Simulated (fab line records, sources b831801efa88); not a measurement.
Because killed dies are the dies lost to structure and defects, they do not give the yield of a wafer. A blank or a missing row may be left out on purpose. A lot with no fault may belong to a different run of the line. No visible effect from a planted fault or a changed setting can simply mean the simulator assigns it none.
fab line records    flow gf180mcu
[record] lots = 13  wafers = 39  last_day = 34
route steps=602 shown MVPSD@87 M2@379 V3@434
lots untouched by any fault: they come from a run of this same line in which no faults occurred
start_h: hours from the record's opening day to when the first of the lot's shown wafers began    wait_h: hours elapsed since this lot's preceding step    " repeats the value in the row above    L1.1+2: a single row standing in for several wafers    - value missing, or start not given    * or withheld: withheld    < > ~ a bound
route shown NAME@n: names a module that has steps shown in the file, with the first one's number in the route    usual: mean/standard deviation taken from wafers without a fault    same: alike in all rows    chamber/n: place in a boat    sites: readings site by site    _std_site: standard deviation of those values    _edge_site: outer sites' mean less inner sites'    radius_mm: for every site, how far away it sits from the centre of the wafer    mask NAME#n: copy n    behind: the tool/chamber that last shaped the wafer    hold: why the lot went on hold/how many hours it stayed there/how the hold came to an end    device: whichever transistor did not switch (one of n, p or np)    end of line: the same wafers' tests at the end of the route    where a step has no rows: the recipe by itself    killed: at the first sort, the dies lost to defects and structure; wafer yield is something else    map: the dies of a wafer, with x for killed, . for not killed, _ for no die there
set.NAME: setting as actually run; set.NAME@STEP: the setting as run at that earlier step    model.NAME: the simulator's own value behind a step, which no gauge read
the route's steps for a sample of lots (tables are steps, rows are wafers)
services: from which hour (start_h, from the record's first day; less than 0 if before it) a tool's chamber was out of use, for how many hours, and why
[[steps]]
[step GF_MVPSD_IMPLANT_09]
[recipe] species = B  energy_kev = 40  dose_cm2 = 5e+12  tilt_deg = 0
[usual] beam_energy_keV = 40.000/0.012  dose_ions_cm2 = 5e+12/5.6e+09  faraday_current_uA = 28.2/0.51
lot.wafer  tool          chamber  start_h  wait_h  beam_energy_keV  dose_ions_cm2  faraday_current_uA
L963.1     implanter-03  0        104.06   0.1     39.992           5.001e+12      27.5
L963.4     "             0        "        "       40.020           4.992e+12      27.6
L963.5     "             0        "        "       39.996           4.994e+12      28.1
L964.2     implanter-01  0        108.55   0.1     39.995           5.002e+12      28.0
L964.4     "             0        "        "       39.988           5.003e+12      28.6
L964.6     "             0        "        "       39.992           5.011e+12      29.1
L965.3     implanter-03  0        113.69   0.1     40.006           5.011e+12      27.8
L965.5     "             0        "        "       40.025           4.998e+12      27.5
L965.6     "             0        "        "       40.009           4.996e+12      28.0
L966.1     implanter-01  0        120.58   0.1     39.990           4.994e+12      28.3
L966.5     "             0        "        "       40.011           5.004e+12      28.5
L966.6     "             0        "        "       40.011           5e+12          28.4
L967.1     implanter-01  0        124.34   0.1     39.990           5.004e+12      28.7
L967.5     "             0        "        "       40.006           5.006e+12      28.8
L967.6     "             0        "        "       40.005           5.004e+12      29.1
L969.1     implanter-01  0        139.31   0.1     40.030           5.005e+12      28.5
L969.3     "             0        "        "       40.004           4.999e+12      27.8
L969.4     "             0        "        "       40.000           5.001e+12      28.3
L970.1     implanter-03  0        144.74   0.1     39.999           4.998e+12      28.3
L970.4     "             0        "        "       40.001           5e+12          28.3
L970.6     "             0        "        "       40.009           5.006e+12      27.8
L975.1     implanter-01  0        175.16   0.1     40.005           4.66e+12       26.6
L975.4     "             0        "        "       39.995           4.667e+12      26.3
L975.5     "             0        "        "       39.989           4.665e+12      26.2
L978.1     implanter-04  0        192.76   0.1     40.003           5.002e+12      27.9
L978.3     "             0        "        "       40.007           5.014e+12      28.4
L978.5     "             0        "        "       40.002           5.011e+12      29.1
L980.1     implanter-01  0        206.39   0.1     39.999           4.656e+12      26.8
L980.3     "             0        "        "       40.004           4.66e+12       25.7
L980.5     "             0        "        "       40.000           4.66e+12       26.1
L981.1     implanter-03  0        210.18   0.1     40.009           4.99e+12       28.9
L981.3     "             0        "        "       40.015           4.986e+12      29.0
L981.5     "             0        "        "       39.999           4.989e+12      28.1
L983.1     implanter-04  0        222.09   0.1     40.012           4.996e+12      28.1
L983.2     "             0        "        "       39.999           5.001e+12      28.2
L983.4     "             0        "        "       40.002           4.997e+12      28.1
L984.1     implanter-04  0        227.52   0.1     39.982           5.005e+12      27.5
L984.2     "             0        "        "       39.982           4.993e+12      27.3
L984.4     "             0        "        "       39.983           5.003e+12      28.5
[step GF_VT_IMPLANT_RS_MEAS_49]
[recipe] thk_meas_gauge = four-point-probe
[usual] MVPSD_RS = 1168.0/2.6
lot.wafer  tool           chamber  start_h  wait_h  MVPSD_RS[ohm/sq]
L963.1     film_metro-04  -        166.08   0.1     1168.1
L963.4     "              -        "        "       1167.6
L963.5     "              -        "        "       1171.8
L964.2     film_metro-02  -        172.18   0.1     1165.2
L964.4     "              -        "        "       1170.5
L964.6     "              -        "        "       1171.2
L965.3     film_metro-04  -        177.67   0.1     1169.6
L965.5     "              -        "        "       1170.3
L965.6     "              -        "        "       1172.6
L966.1     film_metro-04  -        184.93   0.1     1172.8
L966.5     "              -        "        "       1167.5
L966.6     "              -        "        "       1170.3
L967.1     film_metro-04  -        188.86   0.1     1165.7
L967.5     "              -        "        "       1161.9
L967.6     "              -        "        "       1167.0
L969.1     film_metro-01  -        207.66   0.1     1169.2
L969.3     "              -        "        "       1168.0
L969.4     "              -        "        "       1166.3
L970.1     film_metro-04  -        212.68   0.1     1168.5
L970.4     "              -        "        "       1168.2
L970.6     "              -        "        "       1167.2
L975.1     film_metro-01  -        245.68   0.1     1181.8
L975.4     "              -        "        "       1179.3
L975.5     "              -        "        "       1181.7
L978.1     film_metro-01  -        266.48   0.1     1170.8
L978.3     "              -        "        "       1171.7
L978.5     "              -        "        "       1171.6
L980.1     film_metro-02  -        280.83   0.1     1188.1
L980.3     "              -        "        "       1189.1
L980.5     "              -        "        "       1186.8
L981.1     film_metro-02  -        285.19   0.1     1169.6
L981.3     "              -        "        "       1168.5
L981.5     "              -        "        "       1169.6
L983.1     film_metro-04  -        298.23   0.1     1169.6
L983.2     "              -        "        "       1169.0
L983.4     "              -        "        "       1167.2
L984.1     film_metro-04  -        305.38   0.1     1170.6
L984.2     "              -        "        "       1165.2
L984.4     "              -        "        "       1169.6
[step GF_M2_STRIP_17]
[recipe] chemistry = O2/N2  power_w = 1400  pressure_mtorr = 1500  platen_temp_c = 250  o2_flow_sccm = 3000  n2_flow_sccm = 300  overash_fraction = 0.5
[usual] drypump_motor_current_A = 5.6/0.48  heater_power_w = 317/32  oes_product_au = 0.538/0.005  strip_time_to_endpoint_s = 7.41/0.048
lot.wafer  tool             chamber  start_h  wait_h  drypump_motor_current_A  heater_power_w  oes_product_au  rf_hours_counter_h  strip_time_to_endpoint_s
L963.1     plasma_asher-01  0        453.70   0.2     6.1                      303             0.540           2                   7.40
L963.4     "                0        "        "       6.1                      303             0.533           -                   7.40
L963.5     "                1        "        "       4.9                      281             0.540           -                   7.48
L964.2     plasma_asher-02  0        462.65   0.1     5.6                      335             0.536           87                  7.38
L964.4     "                1        "        "       5.8                      356             0.532           -                   7.39
L964.6     "                0        "        "       5.5                      337             0.532           -                   7.39
L965.3     plasma_asher-03  1        469.54   0.1     5.7                      373             0.538           -                   7.46
L965.5     "                1        "        "       5.7                      370             0.537           -                   7.40
L965.6     "                0        "        "       5.7                      342             0.544           -                   7.45
L966.1     plasma_asher-03  0        475.07   0.1     5.7                      328             0.538           37                  7.41
L966.5     "                0        "        "       5.7                      328             0.533           -                   7.38
L966.6     "                1        "        "       5.7                      365             0.539           -                   7.38
L967.1     plasma_asher-01  0        480.86   0.1     6.1                      299             0.530           6                   7.35
L967.5     "                1        "        "       4.9                      278             0.537           -                   7.36
L967.6     "                0        "        "       6.1                      311             0.538           -                   7.36
L969.1     plasma_asher-03  1        509.38   0.2     5.7                      384             0.537           40                  7.47
L969.3     "                1        "        "       5.7                      365             0.535           -                   7.46
L969.4     "                0        "        "       5.7                      338             0.538           -                   7.47
L970.1     plasma_asher-01  0        510.95   0.1     6.2                      308             0.529           9                   7.35
L970.4     "                1        "        "       4.9                      287             0.537           -                   7.46
L970.6     "                1        "        "       4.9                      280             0.534           -                   7.39
L975.1     plasma_asher-01  0        555.65   0.1     6.1                      303             0.539           13                  7.41
L975.4     "                0        "        "       6.2                      297             0.539           -                   7.38
L975.5     "                1        "        "       4.9                      278             0.536           -                   7.43
L978.1     plasma_asher-03  1        580.17   0.1     5.7                      371             0.548           47                  7.39
L978.3     "                1        "        "       5.7                      374             0.538           -                   7.46
L978.5     "                0        "        "       5.7                      335             0.542           -                   7.36
L980.1     plasma_asher-03  1        596.99   0.2     5.7                      368             0.537           50                  7.39
L980.3     "                0        "        "       5.7                      340             0.545           -                   7.45
L980.5     "                0        "        "       5.7                      323             0.538           -                   7.42
L981.1     plasma_asher-01  1        597.21   0.1     4.9                      283             0.534           19                  7.42
L981.3     "                0        "        "       6.1                      301             0.541           -                   7.40
L981.5     "                0        "        "       6.2                      307             0.536           -                   7.35
L983.1     plasma_asher-01  1        610.66   0.1     4.9                      279             0.542           20                  7.33
L983.2     "                0        "        "       6.1                      301             0.534           20                  7.41
L983.4     "                0        "        "       6.1                      301             0.531           -                   7.35
L984.1     plasma_asher-03  1        622.17   0.1     5.7                      364             0.530           52                  7.36
L984.2     "                0        "        "       5.7                      334             0.536           52                  7.38
L984.4     "                1        "        "       5.7                      380             0.536           -                   7.37
[step GF_V3_BOW_MEAS_05]
[recipe] mode = bow
[usual] V3_BOW = 117/7.8
lot.wafer  tool           chamber  start_h  wait_h  V3_BOW[um]
L963.1     film_metro-02  -        506.51   0.1     129
L963.4     "              -        "        "       131
L963.5     "              -        "        "       128
L964.2     film_metro-02  -        513.90   0.3     119
L964.4     "              -        "        "       120
L964.6     "              -        "        "       121
L965.3     film_metro-01  -        522.04   0.1     108
L965.5     "              -        "        "       112
L965.6     "              -        "        "       122
L966.1     film_metro-03  -        526.35   0.2     125
L966.5     "              -        "        "       128
L966.6     "              -        "        "       127
L967.1     film_metro-03  -        533.09   0.1     107
L967.5     "              -        "        "       125
L967.6     "              -        "        "       129
L969.1     film_metro-01  -        559.21   0.1     127
L969.3     "              -        "        "       125
L969.4     "              -        "        "       122
L970.1     film_metro-03  -        560.71   0.2     127
L970.4     "              -        "        "       119
L970.6     "              -        "        "       113
L975.1     film_metro-01  -        602.72   0.2     128
L975.4     "              -        "        "       114
L975.5     "              -        "        "       116
L978.1     film_metro-02  -        626.44   0.1     122
L978.3     "              -        "        "       109
L978.5     "              -        "        "       125
L980.1     film_metro-03  -        642.13   0.1     106
L980.3     "              -        "        "       103
L980.5     "              -        "        "       120
L981.1     film_metro-03  -        642.73   0.2     124
L981.3     "              -        "        "       111
L981.5     "              -        "        "       121
L983.1     film_metro-01  -        661.42   0.2     122
L983.2     "              -        "        "       119
L983.4     "              -        "        "       111
L984.1     film_metro-03  -        669.70   0.1     118
L984.2     "              -        "        "       127
L984.4     "              -        "        "       117
[step GF_V3_RS_MEAS_24]
[recipe] thk_meas_gauge = four-point-probe  reads = W_of_V3_CVD_23+TiN_of_V3_SPUTTER_22+Ti_of_V3_SPUTTER_21
[usual] V3_W_RS = 0.327/0.0034
lot.wafer  tool           chamber  start_h  wait_h  V3_W_RS[ohm/sq]
L963.1     film_metro-02  -        531.06   0.1     0.335
L963.4     "              -        "        "       0.332
L963.5     "              -        "        "       0.322
L964.2     film_metro-01  -        537.98   0.1     0.324
L964.4     "              -        "        "       0.331
L964.6     "              -        "        "       0.329
L965.3     film_metro-03  -        546.09   0.1     0.331
L965.5     "              -        "        "       0.329
L965.6     "              -        "        "       0.328
L966.1     film_metro-02  -        550.26   0.1     0.323
L966.5     "              -        "        "       0.324
L966.6     "              -        "        "       0.324
L967.1     film_metro-01  -        557.11   0.1     0.333
L967.5     "              -        "        "       0.336
L967.6     "              -        "        "       0.332
L969.1     film_metro-03  -        582.30   0.1     0.327
L969.3     "              -        "        "       0.326
L969.4     "              -        "        "       0.335
L970.1     film_metro-01  -        583.25   0.1     0.330
L970.4     "              -        "        "       0.332
L970.6     "              -        "        "       0.332
L975.1     film_metro-03  -        624.18   0.1     0.325
L975.4     "              -        "        "       0.328
L975.5     "              -        "        "       0.326
L978.1     film_metro-03  -        647.21   0.1     0.320
L978.3     "              -        "        "       0.327
L978.5     "              -        "        "       0.324
L980.1     film_metro-03  -        662.62   0.1     0.332
L980.3     "              -        "        "       0.322
L980.5     "              -        "        "       0.325
L981.1     film_metro-01  -        663.40   0.1     0.327
L981.3     "              -        "        "       0.331
L981.5     "              -        "        "       0.329
L983.1     film_metro-02  -        679.20   0.1     0.328
L983.2     "              -        "        "       0.326
L983.4     "              -        "        "       0.327
L984.1     film_metro-02  -        689.74   0.1     0.324
L984.2     "              -        "        "       0.328
L984.4     "              -        "        "       0.321
[[services]]
tool             chamber  start_h  hours  kind
implanter-04     -        87.54    2.6    pm
implanter-01     -        87.97    4.1    repair
implanter-01     -        100.68   3.8    repair
plasma_asher-03  -        108.75   9.0    pm
implanter-04     -        123.66   4.0    repair
implanter-01     -        140.55   4.5    repair
plasma_asher-03  -        184.63   1.2    repair
plasma_asher-01  -        185.71   1.4    repair
implanter-04     -        215.88   1.4    repair
plasma_asher-03  -        216.45   0.6    repair
implanter-04     -        217.24   4.4    pm
implanter-03     -        219.35   0.7    repair
implanter-04     -        266.01   5.2    repair
implanter-01     -        290.69   5.3    pm
plasma_asher-03  -        349.58   8.2    repair
plasma_asher-01  -        360.63   14.6   pm
implanter-03     -        370.95   4.0    pm
plasma_asher-01  -        421.25   9.0    pm
implanter-03     -        434.61   4.1    pm
plasma_asher-03  -        445.08   2.3    repair
plasma_asher-03  -        457.20   2.8    pm
implanter-01     -        495.18   0.5    repair
implanter-03     -        576.96   1.8    repair
implanter-04     -        601.67   2.6    repair
[[key]]
[first_sign] step = GF_MVPSD_IMPLANT_09  reading = dose_ions_cm2  direction = down  sigmas = 61  usual = 5e+12  struck = 4.662e+12
[effect] step = GF_MVPSD_IMPLANT_09  reading = faraday_current_uA  direction = down  sigmas = 3.8  usual = 28.2  struck = 26.3
[effect] step = GF_VT_IMPLANT_RS_MEAS_49  reading = MVPSD_RS  direction = up  sigmas = 6.3  usual = 1168.0  struck = 1184.5
met_at GF_MVPSD_IMPLANT_09
struck_lots L975,L980
tester_left_out L975,L980
not_acting_at GF_M2_STRIP_17,GF_V3_BOW_MEAS_05,GF_V3_RS_MEAS_24
onset_between 139.31 175.16
[fault] kind = process_parameter_drift  tool = implanter-01  chamber = -  onset_h = 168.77  steps = GF_MVPSD_IMPLANT_09  channel = dose_cm2  offset = -3.3695e+11  shape = step  end_h = 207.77  acts_in = these_recipes_only  stated = 5e+12
// tester_left_out: of these lots the tester's yield and bins aren't shown, on N5 and GAA mostly nor the transistor test; their killed dies are dies lost to structure and defects alone, not to doping, threshold or leakage, so they don't give the yield
